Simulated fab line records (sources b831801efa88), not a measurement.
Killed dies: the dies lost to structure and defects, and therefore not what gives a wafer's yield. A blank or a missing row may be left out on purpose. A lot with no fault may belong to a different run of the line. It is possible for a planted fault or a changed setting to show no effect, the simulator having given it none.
Comparing a struck lot with a sound one / flow sky130 / 43 out of 708 route steps
Sound: wafers L396.1, L396.5, L396.6. Struck: wafer L400.1; the same lot's L400.5 was not struck, so it is left out; see the end for the cause.
Per side, at each step with rows, come the tool, then ch with its chambers, and then its first start. Under that, the readings that differ: sound wafers / struck wafers / difference of the means / sigmas: that difference in standard deviations of wafers without a fault.
alike: readings with means less than 2 such deviations apart, plus words and numbers identical on both sides. not compared: withheld readings, readings lacking a value on some wafer, bounds such as >300 that could conceal the same value, and numbers that have no deviation in the record and whose values overlap.
A row with sigmas, a row that says differs or no value, or rows on one side alone: a step with any of these is where the two part. When numbers do not overlap yet have no deviation, they are printed without sigmas and do not part them. A reading missing from all wafers of one side parts the sides only when that side holds two or more wafers.

first, 1 step without rows for these wafers: SKY_FIELD_ISO_ANNEAL_26 (time 1800 s).
SKY_FIELD_ISO_CMP_27: polishes, stops on Si3N4, t overpolish 16 s, target thk 457.8 nm.
  sound on cmp-01 ch 0,1, day 4 13:28; struck on cmp-01 ch 3, day 5 12:32
  alike: motor current A, overpolish run s, platen rpm, time to endpoint s
then, 5 steps without rows for these wafers: SKY_FIELD_ISO_WET_ETCH_28 (etches SiO2 in dHF, target depth 23.7 nm, time 47 s); SKY_FIELD_ISO_WET_ETCH_29 (etches Si3N4 in H3PO4, target depth 160 nm, time 1825 s); SKY_FIELD_ISO_WET_ETCH_30 (etches SiO2 in dHF, target depth 25 nm, time 50 s); SKY_NWELL_CLEAN_00 (cleans in SC1/SC2, time 150 s); SKY_NWELL_OXIDATION_01 (stabilise 600 s, purge 300 s, target thk 10 nm).
SKY_NWELL_THK_MEAS_02:
  sound: film metro-04 at day 4 16:16; struck: film metro-04 at day 5 15:19
  alike: NWELL_OXIDATION_THK
then, 4 steps without rows for these wafers: SKY_DNWELL_DEHYDRATE_00 (time 60 s); SKY_DNWELL_HMDS_01 (prime time 60 s); SKY_DNWELL_COAT_02 (resist thk 3000 nm); SKY_DNWELL_SOFTBAKE_03.
SKY_DNWELL_EXPOSE_04: exposes mask DNM, target cd 3000 nm.
  sound on iline stepper-02 ch 0, day 5 00:52; struck on iline stepper-02 ch 0, day 6 00:50
  alike: mask
then, 3 steps without rows for these wafers: SKY_DNWELL_PEB_05; SKY_DNWELL_DEVELOP_06 (develop time 60 s); SKY_DNWELL_IMPLANT_07.
SKY_DNWELL_STRIP_08: strips in O2/N2.
  sound on plasma asher-02 ch 0,1, day 5 09:37; struck on plasma asher-01 ch 0, day 6 09:41
  alike: drypump motor current A, o2 flow sccm, oes product au, strip time to endpoint s
  not compared: rf hours counter h
SKY_DNWELL_TW_MEAS_09:
  sound: film metro-03 at day 5 09:43; struck: film metro-03 at day 6 09:47
  alike: DNWELL_TW
then, 7 steps without rows for these wafers: SKY_PWDE_DEHYDRATE_00 (time 60 s); SKY_PWDE_HMDS_01 (prime time 60 s); SKY_PWDE_COAT_02 (resist thk 3000 nm); SKY_PWDE_SOFTBAKE_03; SKY_PWDE_EXPOSE_04 (exposes mask PWDEM, target cd 840 nm); SKY_PWDE_PEB_05; SKY_PWDE_DEVELOP_06 (develop time 60 s).
SKY_PWDE_OVL_MEAS_07:
  sound: overlay-01 at day 6 04:12; struck: overlay-01 at day 7 04:46
reading=PWDE_OVL (nm); sound=-3.4 -3.0 -3.9; struck=1.7; difference=+5.1; sigmas=+4
then, 1 step without rows for these wafers: SKY_PWDE_IMPLANT_08.
SKY_PWDE_STRIP_09: strips in O2/N2.
  sound on plasma asher-03 ch 0,1, day 6 04:23; struck on plasma asher-03 ch 1, day 7 04:56
  alike: drypump motor current A, o2 flow sccm, oes product au, strip time to endpoint s
  not compared: rf hours counter h
SKY_PWDE_TW_MEAS_10:
  sound: film metro-04 at day 6 04:29; struck: film metro-04 at day 7 05:02
  alike: PWDE_TW
then, 7 steps without rows for these wafers: SKY_NWELL_DEHYDRATE_03 (time 60 s); SKY_NWELL_HMDS_04 (prime time 60 s); SKY_NWELL_COAT_05 (resist thk 3000 nm); SKY_NWELL_SOFTBAKE_06; SKY_NWELL_EXPOSE_07 (exposes mask NWM, target cd 840 nm); SKY_NWELL_PEB_08; SKY_NWELL_DEVELOP_09 (develop time 60 s).
SKY_NWELL_OVL_MEAS_10:
  sound: overlay-02 at day 6 23:21; struck: overlay-01 at day 8 00:15
  alike: NWELL_00_OVL
then, 3 steps without rows for these wafers: SKY_NWELL_IMPLANT_11; SKY_NWELL_IMPLANT_12; SKY_NWELL_IMPLANT_13.
SKY_NWELL_STRIP_14: strips in O2/N2.
  sound on plasma asher-02 ch 0,1, day 6 23:50; struck on plasma asher-02 ch 0, day 8 00:44
  alike: drypump motor current A, o2 flow sccm, oes product au, strip time to endpoint s
  not compared: rf hours counter h
SKY_NWELL_TW_MEAS_15:
  sound: film metro-03 at day 6 23:56; struck: film metro-01 at day 8 00:50
  alike: NWELL_TW
-- the record jumps here: 42 days lie between the struck wafers' starts before and after (it left off in module NWELL and takes up again in module PAD_OPEN, whose first step shown is number 708 of the route) --
SKY_PAD_OPEN_PROBE_99:
  sound: prober-01 at day 49 16:12; struck: prober-02 at day 49 19:12
reading=killed_at_M0_to_M3; sound=42 39 34; struck=55; difference=+17; sigmas=+2
reading=model.etest.res deep nwell.width nm (nm); sound=2984 2979 2990; struck=3028; difference=+44; sigmas=
  alike: killed_at_M4_up, killed at contacts, killed at front end, killed at other, killed dies, killed open, killed short

== WHERE THEY PART ==
Last at SKY_PAD_OPEN_PROBE_99 as far as this record goes, first at SKY_PWDE_OVL_MEAS_07.

WHY: what had been put in by the simulator
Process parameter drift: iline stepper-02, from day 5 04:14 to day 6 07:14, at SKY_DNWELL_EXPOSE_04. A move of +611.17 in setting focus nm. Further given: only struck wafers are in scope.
